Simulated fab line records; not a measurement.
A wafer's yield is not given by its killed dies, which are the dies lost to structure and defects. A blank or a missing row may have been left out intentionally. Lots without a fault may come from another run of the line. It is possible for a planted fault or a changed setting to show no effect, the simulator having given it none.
A single fault, viewed from 2 desks :: flow gf180mcu :: what lay behind the numbers comes last; until then each desk has only its own

## METROLOGY DESK
What the gauges read for every lot (on any tool): the sampled wafers with a number, averaged. If a lot's mean is further than 4 standard deviations from the usual mean, the lot is out of limits and carries the mark OUT (the distance appears in the brackets).
Columns: A = V4_CVD_02_THK at GF_V4_THK_MEAS_03, usual 857 nm; B = MIM_CVD_05_THK at GF_MIM_THK_MEAS_06, usual 42.0 nm; C = MIM_ALCU_RS at GF_MIM_RS_MEAS_10, usual 0.1602 ohm/sq; D = MIM_ALCU_THK at GF_MIM_THK_MEAS_11, usual 197.3 nm
lot: L236
first seen here: day 23 21:50
A: 856
B: 41.8
C: 0.1633
D: 192.7

lot: L237
first seen here: day 24 00:01
A: 849
B: 42.2
C: 0.1607
D: 194.0

lot: L243
first seen here: day 26 04:51
A: 865
B: 42.1
C: 0.1627
D: 194.2

lot: L244
first seen here: day 26 20:51
A: 862
B: 41.9
C: 0.1641
D: 192.5

lot: L246
first seen here: day 27 02:11
A: 860
B: 42.2
C: 0.1625
D: 192.4

lot: L245
first seen here: day 27 03:55
A: 843
B: 41.7
C: 0.1607
D: 197.4

lot: L249
first seen here: day 28 02:40
A: 854
B: 42.2
C: 0.1610
D: 195.5

lot: L254
first seen here: day 29 11:32
A: 868
B: 41.4
C: 0.1583
D: 198.7

lot: L255
first seen here: day 30 06:08
A: 853
B: 42.6
C: 0.1600
D: 199.0

lot: L257
first seen here: day 30 11:10
A: 857
B: 41.9
C: 0.1623
D: 196.4

lot: L256
first seen here: day 30 11:50
A: 863
B: 42.4
C: 0.1580
D: 198.9

lot: L258
first seen here: day 30 16:13
A: 868
B: 42.2
C: 0.1603
D: 198.2
This desk found nothing out of limits on any of the 12 lots.

## FOR THE TOOL OWNER'S DESK: pvd sputter-02
The tool's own readings at GF_MIM_SPUTTER_08 (material AlCu, target thk 200 nm, time 10.6 s): means of the sampled wafers that have a number, for each lot that ran on this tool. If a lot's mean is further than 4 standard deviations from the usual mean, the lot is out of limits and carries the mark OUT (the distance appears in the brackets).
Columns: A = throttle valve pct at GF_MIM_SPUTTER_08, usual 30.1 %
lot: L243
first seen here: day 27 04:22
A: 29.4

lot: L244
first seen here: day 27 20:25
A: 29.6

lot: L246
first seen here: day 28 00:17
A: 29.3

lot: L255
first seen here: day 31 02:35
A: 29.9

lot: L256
first seen here: day 31 07:32
A: 29.8

lot: L258
first seen here: day 31 12:28
A: 29.8
This desk found nothing out of limits on any of the 6 lots.

## ALL TOGETHER
At the metrology desk, nothing out of limits was observed.
Nothing out of limits was seen by the tool owner's desk.

## WHAT WAS PUT IN BY THE SIMULATOR
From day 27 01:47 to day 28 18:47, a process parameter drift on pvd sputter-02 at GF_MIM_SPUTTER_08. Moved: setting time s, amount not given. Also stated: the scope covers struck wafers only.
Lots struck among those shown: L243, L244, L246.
